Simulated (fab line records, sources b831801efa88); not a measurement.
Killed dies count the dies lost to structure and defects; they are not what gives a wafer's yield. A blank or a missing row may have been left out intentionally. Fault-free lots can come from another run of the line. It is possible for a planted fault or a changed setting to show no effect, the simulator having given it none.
A lot that was struck, set against a sound lot :: flow sky130 :: 43 out of 708 route steps
Sound: the wafers L294.1, L294.4, L294.5. Wafers struck: L302.2, L302.3, L302.5. The cause is named last.
Order at every step that has rows: each side's tool, ch and its chambers, its first start. Under that, the readings that differ: sound wafers :: struck wafers :: difference of the means :: sigmas: that difference in standard deviations of wafers without a fault.
alike: a reading whose means differ by less than 2 such deviations, as well as words and numbers matching on both sides. not compared: withheld readings; readings where some wafer has no value; bounds like >300 that might hide an equal value; numbers whose values overlap and for which the record gives no deviation.
A row with sigmas, a row that says differs or no value, or rows on one side alone: a step with any of these is where the two part. Numbers that have no deviation but don't overlap get no sigmas and don't part them. Lack of a reading on every wafer of one side parts them only where that side has two or more wafers.

first, 3 steps without rows for these wafers: SKY_SONOS_TUNNEL_EXPOSE_04 (exposes mask TUNM, target cd 410 nm); SKY_SONOS_TUNNEL_PEB_05; SKY_SONOS_TUNNEL_DEVELOP_06 (develop time 60 s).
SKY_SONOS_TUNNEL_CD_MEAS_07: the cd target is 410 nm.
  struck on cd_sem-01, day 14 09:31; sound on cd_sem-01, day 11 22:30
reading: cd_nm (nm)
sound: 407.7 408.2 409.7
struck: 415.7 413.0 415.5
difference: +6.2
sigmas: +3
SKY_SONOS_TUNNEL_OVL_MEAS_08:
  struck on overlay-02, day 14 09:37; sound on overlay-01, day 11 22:37
  alike: SONOS_TUNNEL_OVL
then, 3 steps without rows for these wafers: SKY_SONOS_TUNNEL_IMPLANT_09; SKY_SONOS_TUNNEL_WET_ETCH_10 (etches SiO2 in dHF, target depth 14 nm, time 280 s); SKY_SONOS_TUNNEL_STRIP_11 (strips in SPM, time 600 s).
SKY_SONOS_TUNNEL_TW_MEAS_12:
  struck on film_metro-03, day 14 10:05; sound on film_metro-03, day 11 23:05
  alike: SONOS_TUNNEL_TW
then, 2 steps without rows for these wafers: SKY_SONOS_TUNNEL_CLEAN_13 (cleans in dHF, time 20 s); SKY_SONOS_ONO_OXIDATION_00 (stabilise 600 s, purge 300 s, target thk 2.6 nm).
SKY_SONOS_ONO_THK_MEAS_01:
  struck on film_metro-02, day 14 12:03; sound on film_metro-01, day 12 00:53
reading: SONOS_ONO_OXIDATION_THK (nm)
sound: 2.60 2.67 2.65
struck: 2.50 2.43 2.52
difference: -0.16
sigmas: -3
SKY_SONOS_ONO_CVD_02: deposits Si3N4 from DCS/NH3, target thk 10.5 nm, time 180 s.
  sound on lpcvd-02 ch 1, day 12 01:39; struck on lpcvd-02 ch 1, day 15 02:28
  alike: zone_power_centre_pct
SKY_SONOS_ONO_THK_MEAS_03:
  struck on film_metro-04, day 15 03:31; sound on film_metro-01, day 12 03:17
  alike: SONOS_ONO_CVD_02_THK
then, 1 step without rows for these wafers: SKY_SONOS_ONO_CVD_04 (deposits SiO2 from SiH4/N2O, target thk 5.7199 nm).
SKY_SONOS_ONO_THK_MEAS_05:
  struck on film_metro-04, day 15 05:28; sound on film_metro-04, day 12 05:47
  alike: SONOS_ONO_CVD_04_THK
then, 7 steps without rows for these wafers: SKY_SONOS_ONO_DEHYDRATE_06 (time 60 s); SKY_SONOS_ONO_HMDS_07 (prime time 60 s); SKY_SONOS_ONO_COAT_08 (resist thk 1140 nm); SKY_SONOS_ONO_SOFTBAKE_09 (time 60 s); SKY_SONOS_ONO_EXPOSE_10 (exposes mask ONOM, target cd 410 nm); SKY_SONOS_ONO_PEB_11; SKY_SONOS_ONO_DEVELOP_12 (develop time 60 s).
SKY_SONOS_ONO_CD_MEAS_13: the cd target is 410 nm.
  struck on cd_sem-02, day 16 09:02; sound on cd_sem-01, day 13 06:43
  alike: cd_nm
SKY_SONOS_ONO_OVL_MEAS_14:
  struck on overlay-01, day 16 09:09; sound on overlay-02, day 13 06:50
  alike: SONOS_ONO_OVL
SKY_SONOS_ONO_ETCH_15: etches the open film in CHF3/O2, target depth 19.52 nm, time 7.8 s.
  sound on rie_diel-04 ch 1,2,3, day 13 06:53; struck on rie_diel-02 ch 1,2,3, day 16 09:11
  alike: drypump_motor_current_A, oes_product_au, throttle_valve_pct
  not compared: rf_hours_counter_h
then, 1 step without rows for these wafers: SKY_SONOS_ONO_WET_ETCH_16 (etches SiO2 in dHF, target depth 14 nm, time 280 s).
SKY_SONOS_ONO_STRIP_17: strips in O2/N2.
  sound on plasma_asher-01 ch 0,1, day 13 06:59; struck on plasma_asher-02 ch 0,1, day 16 09:17
  alike: drypump_motor_current_A, n2_flow_sccm, oes_product_au, strip_time_to_endpoint_s
  not compared: rf_hours_counter_h
then, 3 steps without rows for these wafers: SKY_SONOS_ONO_WET_ETCH_18 (etches Si3N4 in H3PO4, target depth 15 nm, time 172 s); SKY_GATE_OXIDE_CLEAN_00 (cleans in SC1/SC2, time 150 s); SKY_GATE_OXIDE_OXIDATION_01 (stabilise 600 s, purge 300 s, target thk 10.268 nm).
SKY_GATE_OXIDE_THK_MEAS_02:
  struck on film_metro-02, day 16 12:06; sound on film_metro-04, day 13 09:40
  alike: GATE_OXIDE_OXIDATION_00_THK
then, 7 steps without rows for these wafers: SKY_GATE_OXIDE_DEHYDRATE_03 (time 60 s); SKY_GATE_OXIDE_HMDS_04 (prime time 60 s); SKY_GATE_OXIDE_COAT_05 (resist thk 1140 nm); SKY_GATE_OXIDE_SOFTBAKE_06 (time 60 s); SKY_GATE_OXIDE_EXPOSE_07 (exposes mask LVOM, target cd 600 nm); SKY_GATE_OXIDE_PEB_08; SKY_GATE_OXIDE_DEVELOP_09 (develop time 60 s).
SKY_GATE_OXIDE_OVL_MEAS_10:
  struck on overlay-01, day 17 15:56; sound on overlay-02, day 14 11:49
  alike: GATE_OXIDE_OVL
then, 2 steps without rows for these wafers: SKY_GATE_OXIDE_IMPLANT_11; SKY_GATE_OXIDE_WET_ETCH_12 (etches SiO2 in dHF, target depth 16.8 nm, time 336 s).
-- the record jumps here: 31 days lie between the struck wafers' starts before and after (it left off in module GATE_OXIDE and takes up again in module PAD_OPEN, whose first step shown is number 708 of the route) --
SKY_PAD_OPEN_PROBE_99:
  the record has rows for the struck wafers here (prober-01, day 48 16:02) and none for the sound ones

== WHERE THEY PART ==
Last at SKY_PAD_OPEN_PROBE_99 as far as this record goes, first at SKY_SONOS_TUNNEL_CD_MEAS_07.

WHY: the cause the simulator had injected
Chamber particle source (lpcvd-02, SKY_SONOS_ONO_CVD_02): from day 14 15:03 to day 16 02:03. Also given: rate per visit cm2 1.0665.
